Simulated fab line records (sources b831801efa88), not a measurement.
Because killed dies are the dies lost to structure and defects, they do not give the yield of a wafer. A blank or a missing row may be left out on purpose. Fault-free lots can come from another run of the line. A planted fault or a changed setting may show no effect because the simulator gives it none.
Chamber matching ; flow sky130 ; 4 sister chambers for SKY_LI_CONTACT_CMP_02 on cmp-01
The step polishes PSG. 4 wafers are shown with their chamber, then 7 later ones without.

EACH WAFER AND ITS CHAMBER
wafer;chamber;slurry_filter_dp_kPa (kPa)
L280.3;3;13.54
L280.4;1;13.47
L282.2;2;13.63
L282.5;0;13.38

WAFERS MISSING THEIR CHAMBER
wafer;slurry_filter_dp_kPa (kPa)
L282.6;13.52
L283.1;13.59
L283.4;13.54
L283.5;13.58
L285.1;13.61
L285.4;13.44
L285.5;13.66

WHICH CHAMBER EACH ONE RAN IN
wafer;from the rows above;in truth
L282.6;can't be placed: 3 or 1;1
L283.1;can't be placed: 2 or 3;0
L283.4;3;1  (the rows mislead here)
L283.5;can't be placed: 3 or 2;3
L285.1;can't be placed: 2 or 3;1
L285.4;can't be placed: 1 or 0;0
L285.5;2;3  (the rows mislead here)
Correct placement for 0 of the 7. These rows do not allow placing 5 (true chamber among the candidates in 3). Wrongly placed: 2.
How it was worked out, from the rows above alone: a wafer's distance from a chamber is the root of the sum, over the readings, of the square of ((its reading less the chamber's mean) divided by the reading's scatter). The wafer belongs to the nearest chamber; if the next one is less than 2 further off, it can't be placed. The mean given for a chamber averages the wafers shown for that chamber. The scatter (one wafer shown for each chamber): square how far every hidden wafer sits from the nearest shown wafer, average those squares and take the square root.
